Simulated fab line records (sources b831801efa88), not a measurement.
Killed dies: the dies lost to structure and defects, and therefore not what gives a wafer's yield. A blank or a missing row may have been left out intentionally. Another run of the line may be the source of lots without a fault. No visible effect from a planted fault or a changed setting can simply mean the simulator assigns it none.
The tool behind it: which one? || flow sky130 || 14 lots, 42 wafers sampled, at 4 steps of a route of 708

== WHAT THE GAUGES SHOWED, per wafer ==
SKY_CONTACT_BOW_MEAS_05. Usual: CONTACT_BOW gives 79 um (standard deviation 6.6).
{"lot": "L483", "measured": "day 31 04:50", "on": "filmMetro-01", "CONTACT_BOW (um)": "88 84 80", "flag": ""}
{"lot": "L484", "measured": "day 31 09:49", "on": "filmMetro-01", "CONTACT_BOW (um)": "85 69 86", "flag": ""}
{"lot": "L485", "measured": "day 31 22:11", "on": "filmMetro-03", "CONTACT_BOW (um)": "84 92 83", "flag": ""}
{"lot": "L486", "measured": "day 32 03:30", "on": "filmMetro-04", "CONTACT_BOW (um)": "81 78 75", "flag": ""}
{"lot": "L489", "measured": "day 33 08:28", "on": "filmMetro-04", "CONTACT_BOW (um)": "80 77 75", "flag": ""}
{"lot": "L490", "measured": "day 33 19:50", "on": "filmMetro-03", "CONTACT_BOW (um)": "89 74 82", "flag": ""}
{"lot": "L491", "measured": "day 33 20:37", "on": "filmMetro-01", "CONTACT_BOW (um)": "84 86 84", "flag": ""}
{"lot": "L492", "measured": "day 34 06:02", "on": "filmMetro-01", "CONTACT_BOW (um)": "82 75 69", "flag": ""}
{"lot": "L493", "measured": "day 34 09:55", "on": "filmMetro-03", "CONTACT_BOW (um)": "81 85 81", "flag": ""}
{"lot": "L500", "measured": "day 36 14:35", "on": "filmMetro-01", "CONTACT_BOW (um)": "83 69 78", "flag": ""}
{"lot": "L501", "measured": "day 37 01:23", "on": "filmMetro-01", "CONTACT_BOW (um)": "81 79 82", "flag": ""}
{"lot": "L502", "measured": "day 37 03:19", "on": "filmMetro-03", "CONTACT_BOW (um)": "81 84 80", "flag": ""}
{"lot": "L503", "measured": "day 37 09:16", "on": "filmMetro-01", "CONTACT_BOW (um)": "85 92 75", "flag": ""}
{"lot": "L504", "measured": "day 37 11:41", "on": "filmMetro-03", "CONTACT_BOW (um)": "74 86 80", "flag": ""}

SKY_METAL1_RS_MEAS_05: measurement is done with a four-point probe. Usual: METAL1_ALCU_RS gives 0.1270 ohm/sq (standard deviation 0.0016).
{"lot": "L483", "measured": "day 32 09:56", "on": "filmMetro-02", "METAL1_ALCU_RS (ohm/sq)": "0.1286 0.1288 0.1289", "flag": ""}
{"lot": "L484", "measured": "day 32 14:49", "on": "filmMetro-02", "METAL1_ALCU_RS (ohm/sq)": "0.1274 0.1276 0.1257", "flag": ""}
{"lot": "L485", "measured": "day 33 02:38", "on": "filmMetro-03", "METAL1_ALCU_RS (ohm/sq)": "0.1270 0.1251 0.1244", "flag": ""}
{"lot": "L486", "measured": "day 33 08:25", "on": "filmMetro-02", "METAL1_ALCU_RS (ohm/sq)": "0.1247 0.1270 0.1248", "flag": ""}
{"lot": "L489", "measured": "day 34 12:58", "on": "filmMetro-02", "METAL1_ALCU_RS (ohm/sq)": "0.1254 0.1246 0.1252", "flag": ""}
{"lot": "L490", "measured": "day 35 00:33", "on": "filmMetro-01", "METAL1_ALCU_RS (ohm/sq)": "0.1287 0.1284 0.1287", "flag": ""}
{"lot": "L491", "measured": "day 35 01:34", "on": "filmMetro-03", "METAL1_ALCU_RS (ohm/sq)": "0.1239 0.1250 0.1240", "flag": ""}
{"lot": "L492", "measured": "day 35 09:40", "on": "filmMetro-01", "METAL1_ALCU_RS (ohm/sq)": "0.1268 0.1273 0.1279", "flag": ""}
{"lot": "L493", "measured": "day 35 13:25", "on": "filmMetro-01", "METAL1_ALCU_RS (ohm/sq)": "0.1260 0.1275 0.1274", "flag": ""}
{"lot": "L500", "measured": "day 37 18:17", "on": "filmMetro-02", "METAL1_ALCU_RS (ohm/sq)": "0.1309 0.1287 0.1298", "flag": ""}
{"lot": "L501", "measured": "day 38 04:31", "on": "filmMetro-02", "METAL1_ALCU_RS (ohm/sq)": "0.1266 0.1290 0.1266", "flag": ""}
{"lot": "L502", "measured": "day 38 05:41", "on": "filmMetro-01", "METAL1_ALCU_RS (ohm/sq)": "0.1263 0.1267 0.1244", "flag": ""}
{"lot": "L503", "measured": "day 38 12:59", "on": "filmMetro-03", "METAL1_ALCU_RS (ohm/sq)": "0.1276 0.1289 0.1289", "flag": ""}
{"lot": "L504", "measured": "day 38 15:10", "on": "filmMetro-01", "METAL1_ALCU_RS (ohm/sq)": "0.1300 0.1291 0.1295", "flag": ""}

SKY_VIA1_THK_MEAS_23: measures by xrf. Usual: VIA1_W_THK gives 276 nm (standard deviation 3.4).
{"lot": "L483", "measured": "day 34 17:53", "on": "filmMetro-01", "VIA1_W_THK (nm)": "275 277 276", "flag": ""}
{"lot": "L484", "measured": "day 34 23:07", "on": "filmMetro-02", "VIA1_W_THK (nm)": "279 282 281", "flag": ""}
{"lot": "L485", "measured": "day 35 10:03", "on": "filmMetro-04", "VIA1_W_THK (nm)": "282 279 280", "flag": ""}
{"lot": "L486", "measured": "day 35 16:32", "on": "filmMetro-01", "VIA1_W_THK (nm)": "280 280 279", "flag": ""}
{"lot": "L489", "measured": "day 36 20:03", "on": "filmMetro-04", "VIA1_W_THK (nm)": "273 277 280", "flag": ""}
{"lot": "L490", "measured": "day 37 08:14", "on": "filmMetro-01", "VIA1_W_THK (nm)": "273 270 275", "flag": ""}
{"lot": "L491", "measured": "day 37 08:40", "on": "filmMetro-02", "VIA1_W_THK (nm)": "274 274 272", "flag": ""}
{"lot": "L492", "measured": "day 37 15:45", "on": "filmMetro-02", "VIA1_W_THK (nm)": "279 272 278", "flag": ""}
{"lot": "L493", "measured": "day 37 19:44", "on": "filmMetro-04", "VIA1_W_THK (nm)": "274 277 272", "flag": ""}
{"lot": "L500", "measured": "day 39 23:16", "on": "filmMetro-04", "VIA1_W_THK (nm)": "279 282 279", "flag": ""}
{"lot": "L501", "measured": "day 40 08:55", "on": "filmMetro-02", "VIA1_W_THK (nm)": "272 275 274", "flag": ""}
{"lot": "L502", "measured": "day 40 09:47", "on": "filmMetro-04", "VIA1_W_THK (nm)": "277 279 277", "flag": ""}
{"lot": "L503", "measured": "day 40 17:19", "on": "filmMetro-04", "VIA1_W_THK (nm)": "276 276 277", "flag": ""}
{"lot": "L504", "measured": "day 40 19:52", "on": "filmMetro-04", "VIA1_W_THK (nm)": "276 276 276", "flag": ""}

== WHAT TOOL EACH LOT RAN ON (gives the tool, then ch and the chambers of the sampled wafers, and finally the start) ==
{"lot": "L483", "SKY_GATE_OXIDE_SOFTBAKE_06": "lithoTrack-03 ch 0, day 14 00:28"}
{"lot": "L484", "SKY_GATE_OXIDE_SOFTBAKE_06": "lithoTrack-03 ch 0, day 14 06:24"}
{"lot": "L485", "SKY_GATE_OXIDE_SOFTBAKE_06": "lithoTrack-03 ch 0, day 14 14:48"}
{"lot": "L486", "SKY_GATE_OXIDE_SOFTBAKE_06": "lithoTrack-04 ch 0, day 14 20:54"}
{"lot": "L489", "SKY_GATE_OXIDE_SOFTBAKE_06": "lithoTrack-03 ch 0, day 15 21:30"}
{"lot": "L490", "SKY_GATE_OXIDE_SOFTBAKE_06": "lithoTrack-01 ch 0, day 16 14:47"}
{"lot": "L491", "SKY_GATE_OXIDE_SOFTBAKE_06": "lithoTrack-03 ch 0, day 16 15:16"}
{"lot": "L492", "SKY_GATE_OXIDE_SOFTBAKE_06": "lithoTrack-03 ch 0, day 17 04:03"}
{"lot": "L493", "SKY_GATE_OXIDE_SOFTBAKE_06": "lithoTrack-03 ch 0, day 17 09:07"}
{"lot": "L500", "SKY_GATE_OXIDE_SOFTBAKE_06": "lithoTrack-01 ch 0, day 19 19:17"}
{"lot": "L501", "SKY_GATE_OXIDE_SOFTBAKE_06": "lithoTrack-01 ch 0, day 20 09:35"}
{"lot": "L502", "SKY_GATE_OXIDE_SOFTBAKE_06": "lithoTrack-03 ch 0, day 20 15:54"}
{"lot": "L503", "SKY_GATE_OXIDE_SOFTBAKE_06": "lithoTrack-04 ch 0, day 20 22:53"}
{"lot": "L504", "SKY_GATE_OXIDE_SOFTBAKE_06": "lithoTrack-04 ch 0, day 21 01:54"}
- SKY_GATE_OXIDE_SOFTBAKE_06: time 60 s.

== AS READ BY THE TOOLS THEMSELVES (means over the sampled wafers that have a number; for cases with no such wafer, the mark the record gives instead) ==
SKY_GATE_OXIDE_SOFTBAKE_06. Usual: heaterPowerTotalW 56.59 W, standard deviation 0.046; plateTempC 89.99 C, standard deviation 0.11; resistLineTempC 22.97 C, standard deviation 0.1.
{"lot": "L483", "tool": "lithoTrack-03", "heaterPowerTotalW (W)": 56.59, "plateTempC (C)": 89.83, "resistLineTempC (C)": 22.86, "flag": ""}
{"lot": "L484", "tool": "lithoTrack-03", "heaterPowerTotalW (W)": 56.58, "plateTempC (C)": 90.01, "resistLineTempC (C)": 23.07, "flag": ""}
{"lot": "L485", "tool": "lithoTrack-03", "heaterPowerTotalW (W)": 56.58, "plateTempC (C)": 89.97, "resistLineTempC (C)": 22.97, "flag": ""}
{"lot": "L486", "tool": "lithoTrack-04", "heaterPowerTotalW (W)": 56.56, "plateTempC (C)": 90.01, "resistLineTempC (C)": 22.79, "flag": ""}
{"lot": "L489", "tool": "lithoTrack-03", "heaterPowerTotalW (W)": 56.61, "plateTempC (C)": 89.99, "resistLineTempC (C)": 22.92, "flag": ""}
{"lot": "L490", "tool": "lithoTrack-01", "heaterPowerTotalW (W)": 56.58, "plateTempC (C)": 89.93, "resistLineTempC (C)": 22.90, "flag": ""}
{"lot": "L491", "tool": "lithoTrack-03", "heaterPowerTotalW (W)": 56.59, "plateTempC (C)": 89.99, "resistLineTempC (C)": 22.80, "flag": ""}
{"lot": "L492", "tool": "lithoTrack-03", "heaterPowerTotalW (W)": 59.03, "plateTempC (C)": 92.78, "resistLineTempC (C)": 23.15, "flag": "OFF"}
{"lot": "L493", "tool": "lithoTrack-03", "heaterPowerTotalW (W)": 59.01, "plateTempC (C)": 92.70, "resistLineTempC (C)": 23.02, "flag": "OFF"}
{"lot": "L500", "tool": "lithoTrack-01", "heaterPowerTotalW (W)": 56.59, "plateTempC (C)": 89.93, "resistLineTempC (C)": 22.95, "flag": ""}
{"lot": "L501", "tool": "lithoTrack-01", "heaterPowerTotalW (W)": 56.61, "plateTempC (C)": 90.05, "resistLineTempC (C)": 22.97, "flag": ""}
{"lot": "L502", "tool": "lithoTrack-03", "heaterPowerTotalW (W)": 56.62, "plateTempC (C)": 89.78, "resistLineTempC (C)": 22.95, "flag": ""}
{"lot": "L503", "tool": "lithoTrack-04", "heaterPowerTotalW (W)": 56.60, "plateTempC (C)": 90.11, "resistLineTempC (C)": 23.01, "flag": ""}
{"lot": "L504", "tool": "lithoTrack-04", "heaterPowerTotalW (W)": 56.62, "plateTempC (C)": 90.00, "resistLineTempC (C)": 22.93, "flag": ""}

== THE ANSWER, worked out from the rows above alone ==
Rule: a lot is off if the mean of its wafers that have a number lies more than 3 standard deviations from the usual mean. Also off: a lot with no number at a reading for which 4 or more lots have one. Any other lot the step has rows for is counted as sound. First the gauges in route order, then the tools' own readings, where a lot's mean is used as printed above. At the first step where some lot is off, the reading lying furthest off is the one used; lots without a number count as furthest.
Off: L492, L493 (SKY_GATE_OXIDE_SOFTBAKE_06, heaterPowerTotalW).
If a tool, at that step or one of the process steps before it, ran each lot that is off and ran no sound lot following the first of them, it fits. None of those tried fits.

== WHAT THE SIMULATOR HAD INSERTED ==
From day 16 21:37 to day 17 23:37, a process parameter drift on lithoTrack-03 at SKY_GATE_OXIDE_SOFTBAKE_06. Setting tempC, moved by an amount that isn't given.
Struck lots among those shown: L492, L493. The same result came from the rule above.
